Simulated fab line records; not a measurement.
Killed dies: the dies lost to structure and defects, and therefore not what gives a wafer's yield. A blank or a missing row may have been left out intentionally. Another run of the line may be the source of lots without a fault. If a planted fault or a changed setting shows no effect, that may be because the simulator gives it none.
Chamber matching || flow gf180mcu || GF_CONTACT_CVD_02 on pecvd-04 has 3 sister chambers
The step deposits SiO2 from TEOS, target thk 860 nm, time 95.992 s. 14 wafers are shown with their chamber, then 6 later ones without.

== WAFERS WITH THEIR CHAMBER ==
{"wafer": "L376.1", "chamber": 0, "heater power w (W)": 467}
{"wafer": "L376.4", "chamber": 1, "heater power w (W)": 519}
{"wafer": "L376.6", "chamber": 0, "heater power w (W)": 515}
{"wafer": "L377.3", "chamber": 2, "heater power w (W)": 623}
{"wafer": "L377.4", "chamber": 2, "heater power w (W)": 658}
{"wafer": "L377.6", "chamber": 0, "heater power w (W)": 569}
{"wafer": "L379.1", "chamber": 1, "heater power w (W)": 643}
{"wafer": "L379.2", "chamber": 0, "heater power w (W)": 535}
{"wafer": "L379.6", "chamber": 2, "heater power w (W)": 595}
{"wafer": "L380.2", "chamber": 0, "heater power w (W)": 522}
{"wafer": "L380.3", "chamber": 2, "heater power w (W)": 637}
{"wafer": "L380.6", "chamber": 1, "heater power w (W)": 518}
{"wafer": "L381.3", "chamber": 2, "heater power w (W)": 583}
{"wafer": "L381.5", "chamber": 2, "heater power w (W)": 615}

SIGNATURES (averages over the wafers above)
{"reading": "heater power w", "chamber 0": 521.60, "chamber 1": 560.00, "chamber 2": 618.50, "scatter within a chamber": 42.1}
Rule: a wafer's distance from a chamber is the root of the sum, over the readings, of the square of ((its reading less the chamber's mean) divided by the reading's scatter). The wafer belongs to the nearest chamber; if the next one is less than 2 further off, it can't be placed. The scatter: take each reading less its chamber's mean, square it, sum over the shown wafers, divide by the number of wafers less the number of chambers, and take the root.

== WAFERS WHOSE CHAMBER IS MISSING ==
{"wafer": "L392.1", "heater power w (W)": 568}
{"wafer": "L392.3", "heater power w (W)": 605}
{"wafer": "L392.6", "heater power w (W)": 645}
{"wafer": "L398.1", "heater power w (W)": 512}
{"wafer": "L398.2", "heater power w (W)": 542}
{"wafer": "L398.5", "heater power w (W)": 534}

== THE CHAMBER EACH PASSED THROUGH ==
{"wafer": "L392.1", "from the rows above": "can't be placed: 1 or 0 or 2", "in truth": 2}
{"wafer": "L392.3", "from the rows above": "can't be placed: 2 or 1 or 0", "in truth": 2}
{"wafer": "L392.6", "from the rows above": "can't be placed: 2 or 1", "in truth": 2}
{"wafer": "L398.1", "from the rows above": "can't be placed: 0 or 1", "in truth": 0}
{"wafer": "L398.2", "from the rows above": "can't be placed: 1 or 0 or 2", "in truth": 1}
{"wafer": "L398.5", "from the rows above": "can't be placed: 0 or 1 or 2", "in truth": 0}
0 of 6 placed correctly. Not placeable from these rows: 6 (in 6, the candidates include the true chamber). Wrongly placed: 0.
